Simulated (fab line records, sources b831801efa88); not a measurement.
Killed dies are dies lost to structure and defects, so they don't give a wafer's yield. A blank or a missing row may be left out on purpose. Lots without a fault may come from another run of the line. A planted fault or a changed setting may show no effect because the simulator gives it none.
fab line records | flow sky130
record lots=24 wafers=72 last_day=50
route steps=708 shown FIELD_ISO@1 LI_CONTACT@385 VIA1@474 METAL2@498
lots that met no fault: from a run of the same line without faults
start_h: hours from the record's first day to the start of the lot's first wafer shown | wait_h: hours since the lot's step before | " the same as in the row above | L1.1+2: a row that stands for several wafers | - no value, or no start given | * or withheld: withheld | < > ~ a bound
route shown NAME@n: a module of which the file shows steps, and the number in the route of the first | usual: mean/standard deviation of fault-free wafers | same: alike in all rows | chamber/n: place in a boat | sites: the reading at each site | _std_site: their standard deviation | _edge_site: outer sites' mean less inner sites' | radius_mm: how far each site lies from the wafer's centre | mask NAME#n: copy n | behind: the tool/chamber that last shaped the wafer | hold: why the lot was held/for how many hours/how that ended | device: the transistor (n, p or np) that didn't switch | end of line: the same wafers' tests at the end of the route | a step without rows: its recipe alone | killed: dies lost to structure and defects at the first sort, not the wafer's yield | map: a wafer's dies, x killed, . not, _ none there
set.NAME: the setting as run; set.NAME@STEP: as run at that earlier step | model.NAME: the simulator's own value behind a step, which no gauge read
steps of the route over a sample of lots; a table a step, a row a wafer
services: from which hour (start_h, from the record's first day; less than 0 if before it) a tool's chamber was out of use, for how many hours, and why
## steps
# step SKY_FIELD_ISO_BOW_MEAS_00
# recipe mode=bow
# usual INCOMING_BOW=-1/6.2
# columns lot.wafer tool chamber start_h wait_h INCOMING_BOW[um]
L074.1 film_metro-02 - 10.03 - 0
L074.4 " - " " -6
L074.6 " - " " 6
L075.2 film_metro-02 - 15.02 - 3
L075.4 " - " " -5
L075.5 " - " " -1
L076.1 film_metro-01 - 20.00 - 6
L076.2 " - " " 0
L076.6 " - " " 7
L077.3 film_metro-01 - 25.04 - -3
L077.4 " - " " 4
L077.5 " - " " -8
L078.3 film_metro-01 - 30.04 - -2
L078.5 " - " " 5
L078.6 " - " " -1
L079.1 film_metro-04 - 35.00 - -4
L079.3 " - " " -4
L079.5 " - " " 9
L080.2 film_metro-01 - 40.02 - -4
L080.3 " - " " -15
L080.4 " - " " 6
L081.1 film_metro-02 - 45.00 - 3
L081.3 " - " " -3
L081.5 " - " " -1
L082.1 film_metro-02 - 50.00 - 4
L082.2 " - " " 1
L082.5 " - " " -4
L083.1 film_metro-02 - 55.00 - -6
L083.2 " - " " 3
L083.3 " - " " -7
L084.1 film_metro-01 - 60.00 - 14
L084.3 " - " " 0
L084.6 " - " " 8
L085.2 film_metro-02 - 65.02 - -4
L085.5 " - " " -1
L085.6 " - " " -4
L086.4 film_metro-02 - 70.06 - -4
L086.5 " - " " 0
L086.6 " - " " 3
L087.1 film_metro-01 - 75.00 - 7
L087.2 " - " " -1
L087.6 " - " " 3
L088.2 film_metro-01 - 80.02 - -1
L088.4 " - " " -8
L088.5 " - " " 9
L089.3 film_metro-02 - 85.04 - 2
L089.4 " - " " -3
L089.5 " - " " 3
L090.1 film_metro-01 - 90.00 - -3
L090.4 " - " " 0
L090.6 " - " " -8
L091.3 film_metro-04 - 95.04 - -9
L091.5 " - " " 5
L091.6 " - " " 4
L092.1 film_metro-02 - 100.00 - 0
L092.3 " - " " -4
L092.5 " - " " -8
L093.2 film_metro-02 - 105.02 - 3
L093.3 " - " " -1
L093.5 " - " " -4
L094.2 film_metro-04 - 110.02 - 5
L094.4 " - " " -8
L094.6 " - " " -11
L095.1 film_metro-01 - 115.00 - -11
L095.2 " - " " -6
L095.4 " - " " -1
L096.1 film_metro-01 - 120.00 - 1
L096.2 " - " " -2
L096.4 " - " " -13
L097.2 film_metro-01 - 125.02 - 2
L097.3 " - " " 11
L097.5 " - " " 3
# step SKY_LI_CONTACT_THK_MEAS_23
# recipe thk_meas_gauge=xrf reads=W_of_LI_CONTACT_CVD_21
# usual LI_CONTACT_W_THK=386/4.8
# columns lot.wafer tool chamber start_h wait_h LI_CONTACT_W_THK[nm]
L074.1 film_metro-01 - 696.37 0.1 383
L074.4 " - " " 384
L074.6 " - " " 385
L076.1 film_metro-03 - 704.41 0.1 390
L076.2 " - " " 387
L076.6 " - " " 389
L075.2 film_metro-02 - 709.18 0.1 394
L075.4 " - " " 387
L075.5 " - " " 398
L077.3 film_metro-01 - 714.89 0.1 391
L077.4 " - " " 393
L077.5 " - " " 385
L078.3 film_metro-03 - 721.96 0.1 390
L078.5 " - " " 384
L078.6 " - " " 386
L079.1 film_metro-03 - 725.37 0.1 391
L079.3 " - " " 384
L079.5 " - " " 388
L080.2 film_metro-03 - 731.92 0.1 385
L080.3 " - " " 387
L080.4 " - " " 384
L081.1 film_metro-01 - 745.12 0.1 385
L081.3 " - " " 393
L081.5 " - " " 393
L083.1 film_metro-03 - 755.74 0.1 394
L083.2 " - " " 393
L083.3 " - " " 396
L082.1 film_metro-03 - 756.09 0.1 387
L082.2 " - " " 385
L082.5 " - " " 389
L084.1 film_metro-02 - 762.99 0.1 391
L084.3 " - " " 388
L084.6 " - " " 390
L085.2 film_metro-01 - 767.12 0.1 382
L085.5 " - " " 374
L085.6 " - " " 387
L086.4 film_metro-02 - 784.19 0.1 394
L086.5 " - " " 397
L086.6 " - " " 392
L087.1 film_metro-03 - 796.56 0.1 380
L087.2 " - " " 381
L087.6 " - " " 388
L088.2 film_metro-02 - 802.67 0.1 392
L088.4 " - " " 387
L088.5 " - " " 384
L089.3 film_metro-01 - 806.84 0.1 395
L089.4 " - " " 387
L089.5 " - " " 385
L090.1 film_metro-02 - 808.04 0.1 379
L090.4 " - " " 379
L090.6 " - " " 379
L091.3 film_metro-02 - 818.58 0.1 385
L091.5 " - " " 381
L091.6 " - " " 381
L092.1 film_metro-02 - 829.26 0.1 388
L092.3 " - " " 384
L092.5 " - " " 392
L093.2 film_metro-02 - 839.65 0.1 384
L093.3 " - " " 380
L093.5 " - " " 386
L094.2 film_metro-03 - 845.12 0.1 384
L094.4 " - " " 383
L094.6 " - " " 385
L095.1 film_metro-01 - 849.37 0.1 389
L095.2 " - " " 382
L095.4 " - " " 379
L096.1 film_metro-03 - 854.81 0.1 386
L096.2 " - " " 385
L096.4 " - " " 380
L097.2 film_metro-02 - 855.40 0.1 384
L097.3 " - " " 383
L097.5 " - " " 383
# step SKY_VIA1_STRIP_16
# recipe chemistry=O2/N2 power_w=1400 pressure_mtorr=1500 platen_temp_c=withheld o2_flow_sccm=3000 n2_flow_sccm=300 overash_fraction=0.5
# usual chamber_pressure_mTorr=1499.8/1.3 drypump_motor_current_A=5.8/0.41 n2_flow_sccm=300.1/0.86 oes_product_au=0.416/0.0044 strip_time_to_endpoint_s=4.467/0.017
# columns lot.wafer tool chamber start_h wait_h chamber_pressure_mTorr drypump_motor_current_A n2_flow_sccm oes_product_au rf_hours_counter_h strip_time_to_endpoint_s
L074.1 plasma_asher-03 0 809.67 0.0 1498.0 5.3 301.3 0.414 70 4.458
L074.4 " 1 " " 1500.6 5.5 299.8 0.414 - 4.499
L074.6 " 0 " " 1500.6 5.3 300.7 0.421 - 4.478
L076.1 plasma_asher-02 0 817.17 0.0 1495.3 6.0 299.8 0.416 7 4.464
L076.2 " 1 " " 1498.1 6.4 301.0 0.416 7 4.464
L076.6 " 0 " " 1500.1 6.1 300.0 0.414 - 4.461
L075.2 plasma_asher-02 1 822.92 0.0 1501.5 6.5 298.7 0.413 8 4.473
L075.4 " 0 " " 1500.0 6.0 299.2 0.422 - 4.461
L075.5 " 0 " " 1500.5 6.1 298.7 0.417 - 4.450
L077.3 plasma_asher-03 0 827.63 0.1 1498.9 5.3 300.6 0.419 - 4.502
L077.4 " 1 " " 1499.7 5.5 299.7 0.408 - 4.464
L077.5 " 1 " " 1497.5 5.5 299.2 0.411 - 4.450
L078.3 plasma_asher-01 0 836.33 0.1 1501.8 5.4 300.6 0.416 - 4.455
L078.5 " 0 " " 1499.8 5.4 299.7 0.413 - 4.469
L078.6 " 1 " " 1500.8 6.1 300.6 0.409 - 4.428
L079.1 plasma_asher-01 1 837.92 0.0 1501.4 6.1 300.6 0.417 40 4.478
L079.3 " 0 " " 1498.3 5.4 300.3 0.420 - 4.498
L079.5 " 1 " " 1501.0 6.1 300.3 0.415 - 4.487
L080.2 plasma_asher-01 0 843.51 0.0 1498.9 5.4 299.2 0.419 41 4.459
L080.3 " 0 " " 1498.3 5.4 298.9 0.411 - 4.478
L080.4 " 1 " " 1500.1 6.1 299.1 0.421 - 4.428
L081.1 plasma_asher-03 0 858.18 0.0 1499.2 5.3 298.9 0.424 75 4.469
L081.3 " 1 " " 1498.7 5.5 298.9 0.411 - 4.444
L081.5 " 1 " " 1498.4 5.5 301.3 0.410 - 4.478
L083.1 plasma_asher-01 0 866.66 0.0 1498.1 5.4 298.9 0.405 43 4.454
L083.2 " 1 " " 1500.6 6.1 300.6 0.415 43 4.445
L083.3 " 0 " " 1500.7 5.4 299.7 0.413 - 4.465
L082.1 plasma_asher-03 0 868.26 0.0 1500.1 5.3 300.3 0.417 76 4.490
L082.2 " 1 " " 1497.4 5.5 301.3 0.406 76 4.478
L082.5 " 0 " " 1500.4 5.3 300.0 0.422 - 4.482
L084.1 plasma_asher-02 1 875.26 0.0 1498.8 6.5 299.5 0.417 14 4.471
L084.3 " 0 " " 1500.6 6.0 300.4 0.413 - 4.459
L084.6 " 0 " " 1499.3 6.0 300.2 0.413 - 4.504
L085.2 plasma_asher-02 1 877.23 0.0 1498.6 6.5 298.3 0.417 14 4.465
L085.5 " 0 " " 1498.9 6.0 301.6 0.413 - 4.460
L085.6 " 1 " " 1498.5 6.5 301.3 0.413 - 4.479
L086.4 plasma_asher-03 0 894.63 0.1 1500.8 5.3 299.3 0.417 - 4.473
L086.5 " 0 " " 1499.7 5.3 299.4 0.412 - 4.459
L086.6 " 1 " " 1500.4 5.5 300.5 0.415 - 4.490
L087.1 plasma_asher-02 1 905.28 0.0 1500.5 6.5 300.7 0.411 17 4.448
L087.2 " 0 " " 1499.8 6.0 301.3 0.410 17 4.492
L087.6 " 0 " " 1501.8 6.0 301.7 0.415 - 4.482
L088.2 plasma_asher-01 1 911.43 0.0 1498.7 6.1 300.3 0.417 48 4.486
L088.4 " 0 " " 1500.3 5.4 300.0 0.422 - 4.483
L088.5 " 1 " " 1501.3 6.1 299.5 0.424 - 4.469
L089.3 plasma_asher-01 1 916.31 0.1 1499.9 6.1 299.6 0.423 - 4.446
L089.4 " 0 " " 1499.0 5.4 300.0 0.413 - 4.459
L089.5 " 1 " " 1498.1 6.1 298.8 0.412 - 4.441
L090.1 plasma_asher-02 1 916.99 0.0 1498.4 6.5 299.0 0.426 18 4.468
L090.4 " 0 " " 1499.9 6.1 301.1 0.414 - 4.477
L090.6 " 0 " " 1498.0 6.1 300.5 0.419 - 4.455
L091.3 plasma_asher-03 0 927.86 0.1 1499.5 5.3 299.7 0.421 - 4.474
L091.5 " 1 " " 1500.9 5.6 299.3 0.415 - 4.472
L091.6 " 0 " " 1501.3 5.3 299.9 0.414 - 4.449
L092.1 plasma_asher-01 0 937.71 0.0 1500.3 5.4 298.6 0.420 50 4.468
L092.3 " 0 " " 1500.0 5.4 299.7 0.417 - 4.477
L092.5 " 1 " " 1501.5 6.2 300.7 0.418 - 4.480
L093.2 plasma_asher-03 0 947.61 0.0 1501.5 5.3 300.0 0.407 84 4.454
L093.3 " 0 " " 1498.6 5.3 300.5 0.418 - 4.449
L093.5 " 0 " " 1500.6 5.3 299.8 0.416 - 4.470
L094.2 plasma_asher-01 1 953.09 0.0 1501.0 6.1 299.0 0.422 52 4.450
L094.4 " 0 " " 1499.9 5.4 300.0 0.418 - 4.441
L094.6 " 1 " " 1499.2 6.1 299.6 0.420 - 4.471
L095.1 plasma_asher-01 0 955.59 0.0 1501.0 5.4 299.7 0.418 52 4.487
L095.2 " 1 " " 1499.3 6.1 301.4 0.416 52 4.459
L095.4 " 0 " " 1502.6 5.4 299.0 0.418 - 4.492
L096.1 plasma_asher-03 1 960.28 0.0 1501.0 5.5 299.5 0.418 85 4.459
L096.2 " 0 " " 1496.5 5.3 299.6 0.417 85 4.461
L096.4 " 1 " " 1499.3 5.5 299.8 0.410 - 4.485
L097.2 plasma_asher-01 0 961.69 0.0 1499.1 5.4 299.7 0.419 53 4.438
L097.3 " 0 " " 1502.4 5.4 298.7 0.408 - 4.420
L097.5 " 0 " " 1499.3 5.4 300.5 0.413 - 4.444
# step SKY_VIA1_RS_MEAS_22
# recipe thk_meas_gauge=four-point-probe reads=W_of_VIA1_CVD_21+TiN_of_VIA1_SPUTTER_20
# usual VIA1_W_RS=0.424/0.004
# columns lot.wafer tool chamber start_h wait_h VIA1_W_RS[ohm/sq]
L074.1 film_metro-03 - 810.42 0.1 0.423
L074.4 " - " " 0.425
L074.6 " - " " 0.420
L076.1 film_metro-01 - 817.96 0.1 0.430
L076.2 " - " " 0.423
L076.6 " - " " 0.424
L075.2 film_metro-02 - 823.70 0.1 0.426
L075.4 " - " " 0.422
L075.5 " - " " 0.422
L077.3 film_metro-01 - 828.39 0.1 0.426
L077.4 " - " " 0.429
L077.5 " - " " 0.430
L078.3 film_metro-02 - 837.08 0.1 0.431
L078.5 " - " " 0.433
L078.6 " - " " 0.423
L079.1 film_metro-03 - 838.67 0.1 0.430
L079.3 " - " " 0.423
L079.5 " - " " 0.424
L080.2 film_metro-01 - 844.28 0.1 0.423
L080.3 " - " " 0.430
L080.4 " - " " 0.421
L081.1 film_metro-03 - 858.96 0.1 0.425
L081.3 " - " " 0.423
L081.5 " - " " 0.431
L083.1 film_metro-03 - 867.44 0.1 0.428
L083.2 " - " " 0.425
L083.3 " - " " 0.429
L082.1 film_metro-01 - 869.00 0.1 0.421
L082.2 " - " " 0.417
L082.5 " - " " 0.418
L084.1 film_metro-02 - 876.04 0.1 0.421
L084.3 " - " " 0.417
L084.6 " - " " 0.420
L085.2 film_metro-03 - 878.09 0.1 0.423
L085.5 " - " " 0.425
L085.6 " - " " 0.426
L086.4 film_metro-03 - 895.41 0.1 0.425
L086.5 " - " " 0.418
L086.6 " - " " 0.428
L087.1 film_metro-02 - 906.02 0.1 0.425
L087.2 " - " " 0.415
L087.6 " - " " 0.417
L088.2 film_metro-03 - 912.19 0.1 0.419
L088.4 " - " " 0.425
L088.5 " - " " 0.423
L089.3 film_metro-02 - 917.06 0.1 0.425
L089.4 " - " " 0.417
L089.5 " - " " 0.421
L090.1 film_metro-02 - 917.74 0.1 0.429
L090.4 " - " " 0.424
L090.6 " - " " 0.421
L091.3 film_metro-01 - 928.62 0.1 0.426
L091.5 " - " " 0.420
L091.6 " - " " 0.422
L092.1 film_metro-03 - 938.46 0.1 0.421
L092.3 " - " " 0.425
L092.5 " - " " 0.421
L093.2 film_metro-03 - 948.77 0.1 0.419
L093.3 " - " " 0.420
L093.5 " - " " 0.422
L094.2 film_metro-03 - 954.20 0.1 0.424
L094.4 " - " " 0.422
L094.6 " - " " 0.420
L095.1 film_metro-01 - 956.34 0.1 0.425
L095.2 " - " " 0.423
L095.4 " - " " 0.430
L096.1 film_metro-01 - 961.02 0.1 0.423
L096.2 " - " " 0.420
L096.4 " - " " 0.425
L097.2 film_metro-03 - 962.46 0.1 0.416
L097.3 " - " " 0.424
L097.5 " - " " 0.424
# step SKY_METAL2_CD_MEAS_15
# recipe target_cd_nm=140
# usual cd_nm=140.3/1.5
# columns lot.wafer tool chamber start_h wait_h cd_nm
L074.1 cd_sem-02 - 837.43 - 137.8
L074.4 " - " " 140.9
L074.6 " - " " 140.8
L076.1 cd_sem-01 - 845.30 - 141.4
L076.2 " - " " 142.1
L076.6 " - " " 141.5
L075.2 cd_sem-01 - 850.52 - 136.9
L075.4 " - " " 136.2
L075.5 " - " " 136.4
L077.3 cd_sem-01 - 854.42 - 139.1
L077.4 " - " " 140.4
L077.5 " - " " 140.2
L078.3 cd_sem-02 - 863.34 - 138.9
L078.5 " - " " 139.6
L078.6 " - " " 140.1
L079.1 cd_sem-02 - 866.03 - 139.5
L079.3 " - " " 139.9
L079.5 " - " " 139.0
L080.2 cd_sem-02 - 870.87 - 141.5
L080.3 " - " " 141.0
L080.4 " - " " 141.9
L081.1 cd_sem-01 - 886.23 - 139.4
L081.3 " - " " 139.8
L081.5 " - " " 139.6
L083.1 cd_sem-01 - 894.33 - 141.2
L083.2 " - " " 140.6
L083.3 " - " " 140.4
L082.1 cd_sem-02 - 895.18 - 140.8
L082.2 " - " " 140.1
L082.5 " - " " 139.8
L084.1 cd_sem-02 - 902.20 - 140.8
L084.3 " - " " 140.0
L084.6 " - " " 140.8
L085.2 cd_sem-02 - 904.02 - 142.4
L085.5 " - " " 143.4
L085.6 " - " " 141.6
L086.4 cd_sem-01 - 921.91 - 139.9
L086.5 " - " " 140.9
L086.6 " - " " 140.6
L087.1 cd_sem-01 - 932.20 - 137.9
L087.2 " - " " 139.3
L087.6 " - " " 137.0
L088.2 cd_sem-02 - 938.55 - 141.3
L088.4 " - " " 141.4
L088.5 " - " " 139.7
L089.3 cd_sem-02 - 942.57 - 140.2
L089.4 " - " " 139.8
L089.5 " - " " 140.0
L090.1 cd_sem-01 - 943.63 - 142.6
L090.4 " - " " 142.1
L090.6 " - " " 142.2
L091.3 cd_sem-02 - 954.32 - 139.4
L091.5 " - " " 139.2
L091.6 " - " " 140.2
L092.1 cd_sem-02 - 963.28 - 141.6
L092.3 " - " " 142.1
L092.5 " - " " 142.3
L093.2 cd_sem-01 - 973.45 - 140.2
L093.3 " - " " 140.6
L093.5 " - " " 141.1
L094.2 cd_sem-01 - 978.55 - 138.5
L094.4 " - " " 141.3
L094.6 " - " " 138.5
L095.1 cd_sem-01 - 980.73 - 138.6
L095.2 " - " " 140.0
L095.4 " - " " 138.3
L096.1 cd_sem-01 - 985.83 - 140.0
L096.2 " - " " 140.0
L096.4 " - " " 139.7
L097.2 cd_sem-02 - 987.30 - 141.1
L097.3 " - " " 142.2
L097.5 " - " " 141.0
# step SKY_METAL2_OVL_MEAS_16
# usual METAL2_OVL=4/6.4
# columns lot.wafer tool chamber start_h wait_h METAL2_OVL[nm]
L074.1 overlay-01 - 837.55 0.1 -15
L074.4 " - " " -15
L074.6 " - " " -10
L076.1 overlay-02 - 845.42 0.1 -5
L076.2 " - " " 0
L076.6 " - " " 4
L075.2 overlay-01 - 850.62 0.1 9
L075.4 " - " " 4
L075.5 " - " " 2
L077.3 overlay-01 - 854.51 0.1 12
L077.4 " - " " 11
L077.5 " - " " 3
L078.3 overlay-02 - 863.43 0.1 14
L078.5 " - " " 5
L078.6 " - " " 14
L079.1 overlay-01 - 866.15 0.1 -10
L079.3 " - " " -11
L079.5 " - " " -13
L080.2 overlay-01 - 870.97 0.1 0
L080.3 " - " " 6
L080.4 " - " " -5
L081.1 overlay-02 - 886.35 0.1 5
L081.3 " - " " -2
L081.5 " - " " 3
L083.1 overlay-01 - 894.45 0.1 0
L083.2 " - " " -5
L083.3 " - " " 6
L082.1 overlay-02 - 895.30 0.1 -5
L082.2 " - " " 0
L082.5 " - " " 3
L084.1 overlay-02 - 902.32 0.1 9
L084.3 " - " " 10
L084.6 " - " " 9
L085.2 overlay-02 - 904.13 0.1 5
L085.5 " - " " 0
L085.6 " - " " -2
L086.4 overlay-02 - 921.99 0.1 7
L086.5 " - " " 0
L086.6 " - " " 9
L087.1 overlay-01 - 932.32 0.1 9
L087.2 " - " " 11
L087.6 " - " " 9
L088.2 overlay-02 - 938.66 0.1 -1
L088.4 " - " " 2
L088.5 " - " " 0
L089.3 overlay-01 - 942.66 0.1 7
L089.4 " - " " 6
L089.5 " - " " -1
L090.1 overlay-02 - 943.75 0.1 3
L090.4 " - " " 7
L090.6 " - " " 5
L091.3 overlay-01 - 954.41 0.1 2
L091.5 " - " " 1
L091.6 " - " " -1
L092.1 overlay-02 - 963.40 0.1 6
L092.3 " - " " 1
L092.5 " - " " 7
L093.2 overlay-02 - 973.56 0.1 11
L093.3 " - " " 12
L093.5 " - " " 8
L094.2 overlay-02 - 978.66 0.1 8
L094.4 " - " " 3
L094.6 " - " " 14
L095.1 overlay-01 - 980.85 0.1 9
L095.2 " - " " 6
L095.4 " - " " 1
L096.1 overlay-02 - 985.95 0.1 10
L096.2 " - " " 8
L096.4 " - " " 7
L097.2 overlay-02 - 987.41 0.1 -3
L097.3 " - " " 3
L097.5 " - " " 0
## services
# columns tool chamber start_h hours kind
plasma_asher-03 - 817.15 2.2 repair
plasma_asher-01 - 825.64 5.8 repair
plasma_asher-02 - 888.71 0.5 repair
plasma_asher-03 - 926.67 0.9 repair
plasma_asher-03 - 959.34 0.5 repair
## key
fault none
